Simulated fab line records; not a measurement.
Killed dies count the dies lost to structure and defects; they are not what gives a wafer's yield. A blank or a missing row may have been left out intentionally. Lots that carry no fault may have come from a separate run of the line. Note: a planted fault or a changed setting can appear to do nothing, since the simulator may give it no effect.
Which of the tools did it?	flow sky130	21 wafers sampled from 7 lots at 1 step of a route of 708

WHAT EACH GAUGE READ, for each wafer
SKY_POLY_CUT_CD_MEAS_08 targets a cd of 270 nm.
lot	measured	on	cd nm (nm)
L353	day 25 00:28	cd sem-01	272.8 269.2 270.7
L359	day 27 02:53	cd sem-02	271.9 272.3 273.0
L363	day 28 12:38	cd sem-01	268.7 269.2 268.7
L365	day 28 16:26	cd sem-02	267.9 268.0 268.6
L368	day 29 17:33	cd sem-01	271.2 272.0 270.7
L371	day 30 13:11	cd sem-01	271.7 271.5 270.0
L374	day 31 11:41	cd sem-02	268.4 269.1 269.2

WHAT TOOL EACH LOT RAN ON (gives the tool, then ch and the chambers of the sampled wafers, and finally the start)
Record: no process step prior to these readings.

THE ANSWER, worked out from the rows above alone
Rule: the lots themselves supply what counts as usual. Put in order of their means at a reading, lots are off if they are a third of the lots or fewer, leave a main group of 4 or more, and stand apart from it by a gap of 3 or more times the standard deviation of the main group's means; of several such gaps the widest counts. The tables above print the reading to a certain number of digits; a main group whose means all agree to those digits is not used. A lot without any number at a reading at which 4 lots or more have one is off too. Where the step has rows for the other lots, those lots are counted as sound.
No lot is off at any reading shown: from this, nothing can be told.

WHAT WAS PUT IN BY THE SIMULATOR
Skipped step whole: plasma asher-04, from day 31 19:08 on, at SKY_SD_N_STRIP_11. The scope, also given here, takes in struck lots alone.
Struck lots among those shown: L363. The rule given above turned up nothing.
